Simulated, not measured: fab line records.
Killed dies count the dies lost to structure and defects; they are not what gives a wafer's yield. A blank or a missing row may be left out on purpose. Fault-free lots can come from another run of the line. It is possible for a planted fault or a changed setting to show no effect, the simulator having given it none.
Chamber matching | flow gf180mcu | GF_V3_CVD_02 on pecvd-02 has 3 sister chambers
The step deposits SiO2 from TEOS, target thk 850 nm, time 94.851 s. 22 wafers are shown with their chamber, then 11 later ones without.

== WAFERS WITH THEIR CHAMBER ==
wafer  | chamber | heater_power_w (W)
L074.1 | 0       | 511
L074.3 | 1       | 737
L074.5 | 1       | 599
L076.1 | 2       | 683
L076.5 | 2       | 723
L076.6 | 1       | 606
L077.1 | 1       | 760
L077.2 | 0       | 578
L077.3 | 2       | 733
L077.4 | 1       | 611
L077.5 | 0       | 614
L077.6 | 2       | 764
L080.3 | 0       | 626
L080.5 | 0       | 487
L080.6 | 2       | 604
L086.2 | 0       | 601
L086.4 | 2       | 700
L086.6 | 0       | 493
L088.1 | 2       | 664
L088.2 | 1       | 632
L088.4 | 0       | 627
L089.3 | 0       | 530

SIGNATURES, as means of the wafers listed above
reading        | chamber 0 | chamber 1 | chamber 2 | scatter within a chamber
heater_power_w | 563.00    | 657.50    | 695.86    | 60.2
Rule: a wafer's distance from a chamber is the root of the sum, over the readings, of the square of ((its reading less the chamber's mean) divided by the reading's scatter). If the next closest chamber is less than 2 further off than the closest, the wafer can't be placed; otherwise it belongs to the closest. How the scatter is found: for the shown wafers, subtract from each reading the mean of its chamber, square and add these, divide the total by (wafers less chambers), then take the root.

== WAFERS WITHOUT THEIR CHAMBER ==
wafer  | heater_power_w (W)
L089.4 | 567
L089.6 | 617
L093.2 | 524
L093.3 | 718
L093.6 | 595
L095.1 | 768
L095.2 | 751
L095.3 | 629
L095.4 | 475
L095.5 | 605
L095.6 | 758

== CHAMBER TAKEN BY EACH ==
wafer  | from the rows above          | in truth
L089.4 | can't be placed: 0 or 1      | 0
L089.6 | can't be placed: 1 or 0 or 2 | 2
L093.2 | can't be placed: 0 or 1      | 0
L093.3 | can't be placed: 2 or 1      | 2
L093.6 | can't be placed: 0 or 1 or 2 | 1
L095.1 | can't be placed: 2 or 1      | 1
L095.2 | can't be placed: 2 or 1      | 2
L095.3 | can't be placed: 1 or 0 or 2 | 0
L095.4 | can't be placed: 0 or 1      | 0
L095.5 | can't be placed: 0 or 1 or 2 | 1
L095.6 | can't be placed: 2 or 1      | 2
Correctly placed: 0 of 11. From these rows, 11 cannot be placed; in 11 the true chamber is one of the candidates. Placed wrongly: 0.
